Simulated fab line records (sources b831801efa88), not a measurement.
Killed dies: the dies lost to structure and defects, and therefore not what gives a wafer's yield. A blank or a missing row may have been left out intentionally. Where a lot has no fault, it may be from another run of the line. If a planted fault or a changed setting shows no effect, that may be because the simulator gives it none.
A single fault, viewed from 2 desks ; flow gf180mcu ; every desk sees just its own numbers, and what lay behind them comes last

## AT THE METROLOGY DESK
Means of the sampled wafers that have a number, per lot and without regard to the tool the lot ran on: this is what the gauges read. If a lot's mean is further than 4 standard deviations from the usual mean, the lot is out of limits and carries the mark OUT (the distance appears in the brackets).
Columns: A = STI_OXIDATION_02_THK at GF_STI_THK_MEAS_30, usual 10.07 nm; B = VT_IMPLANT_03_OVL at GF_VT_IMPLANT_OVL_MEAS_40, usual 0.9 nm; C = VT_IMPLANT_4_TW at GF_VT_IMPLANT_TW_MEAS_43, usual 685; D = MVSD_RS at GF_VT_IMPLANT_RS_MEAS_46, usual 456.4 ohm/sq
lot;first seen here;A;B;C;D
L993;day 2 05:39;10.14;-0.3;692;456.5
L995;day 2 17:59;10.22;1.1;682;457.2
L996;day 2 21:09;10.02;1.6;680;456.8
L997;day 3 05:46;9.65;1.7;688;455.3
L999;day 3 13:52;9.90;1.3;682;456.5
L100;day 3 18:06;10.19;1.3;683;455.5
L101;day 4 00:44;9.94;0.3;682;457.6
L102;day 4 06:26;10.21;1.2;681;456.0
L103;day 4 11:19;10.25;2.0;681;455.6
L104;day 4 15:39;10.21;0.1;690;456.3
L110;day 5 21:07;10.10;-0.2;671;456.8
L111;day 6 02:16;10.27;-0.4;673;455.8
L115;day 6 23:34;10.12;0.4;684;455.8
L116;day 7 04:02;10.33;-0.8;686;456.1
Result from this desk: across the 14 lots, nothing is out of limits.

## THE TOOL OWNER'S DESK: implanter-02
For each lot that ran on this tool, the mean over its sampled wafers that have a number, from the tool's own readings at GF_VT_IMPLANT_IMPLANT_41. If a lot's mean is further than 4 standard deviations from the usual mean, the lot is out of limits and carries the mark OUT (the distance appears in the brackets).
Columns: A = beamOnS at GF_VT_IMPLANT_IMPLANT_41, usual 10.01 s; B = tiltDeg at GF_VT_IMPLANT_IMPLANT_41, usual 6.997 degrees
lot;first seen here;A;B
L997;day 8 18:21;10.07;6.992
L999;day 9 04:56;9.95;7.006
L110;day 12 06:14;9.74;6.969
L111;day 12 15:28;9.93;6.992
Result from this desk: across the 4 lots, nothing is out of limits.

## BROUGHT TOGETHER
At the metrology desk, nothing out of limits was observed.
The desk of the tool owner found nothing out of limits.

## WHAT THE SIMULATOR HAD INSERTED
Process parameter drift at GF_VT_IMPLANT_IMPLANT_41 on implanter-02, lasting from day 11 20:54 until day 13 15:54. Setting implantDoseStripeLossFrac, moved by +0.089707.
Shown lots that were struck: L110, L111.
